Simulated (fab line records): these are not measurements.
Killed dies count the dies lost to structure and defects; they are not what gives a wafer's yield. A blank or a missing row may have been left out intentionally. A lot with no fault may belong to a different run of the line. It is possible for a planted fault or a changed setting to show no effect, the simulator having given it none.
Matching of chambers || flow gf180mcu || 4 sister chambers for GF_CONTACT_CMP_04 on cmp-02
The step polishes SiO2. 14 wafers are shown with their chamber, then 7 later ones without.

== WAFERS PAIRED WITH THEIR CHAMBERS ==
{"wafer": "L512.1", "chamber": 3, "motor current A (A)": 12.9, "time to endpoint s (s)": 117}
{"wafer": "L512.4", "chamber": 1, "motor current A (A)": 10.9, "time to endpoint s (s)": 114}
{"wafer": "L512.5", "chamber": 3, "motor current A (A)": 13.3, "time to endpoint s (s)": 120}
{"wafer": "L517.2", "chamber": 1, "motor current A (A)": 12.0, "time to endpoint s (s)": 107}
{"wafer": "L517.5", "chamber": 3, "motor current A (A)": 13.0, "time to endpoint s (s)": 115}
{"wafer": "L517.6", "chamber": 2, "motor current A (A)": 10.7, "time to endpoint s (s)": 106}
{"wafer": "L519.1", "chamber": 2, "motor current A (A)": 10.5, "time to endpoint s (s)": 104}
{"wafer": "L519.2", "chamber": 1, "motor current A (A)": 11.7, "time to endpoint s (s)": 105}
{"wafer": "L519.3", "chamber": 0, "motor current A (A)": 12.7, "time to endpoint s (s)": 115}
{"wafer": "L520.1", "chamber": 0, "motor current A (A)": 12.3, "time to endpoint s (s)": 104}
{"wafer": "L520.2", "chamber": 3, "motor current A (A)": 14.3, "time to endpoint s (s)": 101}
{"wafer": "L520.4", "chamber": 2, "motor current A (A)": 10.7, "time to endpoint s (s)": 104}
{"wafer": "L521.1", "chamber": 3, "motor current A (A)": 13.0, "time to endpoint s (s)": 105}
{"wafer": "L521.4", "chamber": 2, "motor current A (A)": 11.3, "time to endpoint s (s)": 117}

SIGNATURES (averages over the wafers above)
{"reading": "motor current A", "chamber 0": 12.500, "chamber 1": 11.533, "chamber 2": 10.800, "chamber 3": 13.300, "scatter within a chamber": 0.493}
{"reading": "time to endpoint s", "chamber 0": 109.50, "chamber 1": 108.67, "chamber 2": 107.75, "chamber 3": 111.60, "scatter within a chamber": 6.99}
Rule: for a wafer and a chamber, the distance is found by dividing, reading by reading, the gap between the wafer's reading and the chamber's mean by the reading's scatter, squaring, summing and taking the root. If the next closest chamber is less than 2 further off than the closest, the wafer can't be placed; otherwise it belongs to the closest. How the scatter is found: for the shown wafers, subtract from each reading the mean of its chamber, square and add these, divide the total by (wafers less chambers), then take the root.

== WAFERS WHOSE CHAMBER IS MISSING ==
{"wafer": "L521.5", "motor current A (A)": 10.1, "time to endpoint s (s)": 109}
{"wafer": "L523.2", "motor current A (A)": 11.5, "time to endpoint s (s)": 102}
{"wafer": "L523.5", "motor current A (A)": 12.0, "time to endpoint s (s)": 106}
{"wafer": "L523.6", "motor current A (A)": 12.3, "time to endpoint s (s)": 116}
{"wafer": "L524.1", "motor current A (A)": 10.8, "time to endpoint s (s)": 104}
{"wafer": "L524.2", "motor current A (A)": 12.9, "time to endpoint s (s)": 112}
{"wafer": "L524.5", "motor current A (A)": 14.0, "time to endpoint s (s)": 113}

== EACH ONE'S CHAMBER ==
{"wafer": "L521.5", "from the rows above": "can't be placed: 2 or 1", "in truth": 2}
{"wafer": "L523.2", "from the rows above": "can't be placed: 1 or 2 or 0", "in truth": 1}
{"wafer": "L523.5", "from the rows above": "can't be placed: 1 or 0 or 2 or 3", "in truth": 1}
{"wafer": "L523.6", "from the rows above": "can't be placed: 0 or 1 or 3", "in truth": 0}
{"wafer": "L524.1", "from the rows above": "can't be placed: 2 or 1", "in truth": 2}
{"wafer": "L524.2", "from the rows above": "can't be placed: 3 or 0", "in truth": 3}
{"wafer": "L524.5", "from the rows above": "can't be placed: 3 or 0", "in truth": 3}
Placed correctly: 0 of 7. From these rows, 7 cannot be placed; in 7 the true chamber is one of the candidates. Placed wrongly: 0.
